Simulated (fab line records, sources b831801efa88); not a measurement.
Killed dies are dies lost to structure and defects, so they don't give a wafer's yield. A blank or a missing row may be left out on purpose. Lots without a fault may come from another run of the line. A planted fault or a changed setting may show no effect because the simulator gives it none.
Chamber matching | flow sky130 | SKY_CAP2M_CVD_00 on pecvd-03: 3 sister chambers
The step deposits SiO2, target thk 15.5 nm. 6 wafers are shown with their chamber, then 11 later ones without.

WAFERS WITH THEIR CHAMBER
wafer  | chamber | heater_power_w (W)
L081.4 | 1       | 690
L082.6 | 1       | 605
L083.2 | 2       | 767
L083.5 | 0       | 802
L083.6 | 2       | 778
L089.2 | 0       | 726

WAFERS WITHOUT THEIR CHAMBER
wafer  | heater_power_w (W)
L089.3 | 722
L089.4 | 683
L090.2 | 732
L090.3 | 707
L090.4 | 723
L094.2 | 697
L094.3 | 711
L094.6 | 715
L096.4 | 738
L096.5 | 752
L096.6 | 631

WHICH CHAMBER EACH WENT THROUGH
wafer  | from the rows above          | in truth
L089.3 | can't be placed: 0 or 2 or 1 | 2
L089.4 | can't be placed: 1 or 0 or 2 | 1
L090.2 | can't be placed: 0 or 2 or 1 | 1
L090.3 | can't be placed: 0 or 1 or 2 | 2
L090.4 | can't be placed: 0 or 2 or 1 | 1
L094.2 | can't be placed: 1 or 0 or 2 | 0
L094.3 | can't be placed: 0 or 2 or 1 | 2
L094.6 | can't be placed: 0 or 2 or 1 | 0
L096.4 | can't be placed: 0 or 2 or 1 | 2
L096.5 | can't be placed: 0 or 2 or 1 | 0
L096.6 | 1                            | 1
Placed correctly: 1 of 11. Can't be placed from these rows: 10 (the true chamber is among the candidates in 10). Placed wrongly: 0.
How it was worked out, from the rows above alone: a wafer's distance from a chamber is the root of the sum, over the readings, of the square of ((its reading less the chamber's mean) divided by the reading's scatter). The wafer belongs to the nearest chamber; if the next one is less than 2 further off, it can't be placed. A chamber's mean is the mean of its shown wafers. The scatter: the root of (the sum of the squares of (reading less its chamber's mean) over the shown wafers, divided by (wafers less chambers)).
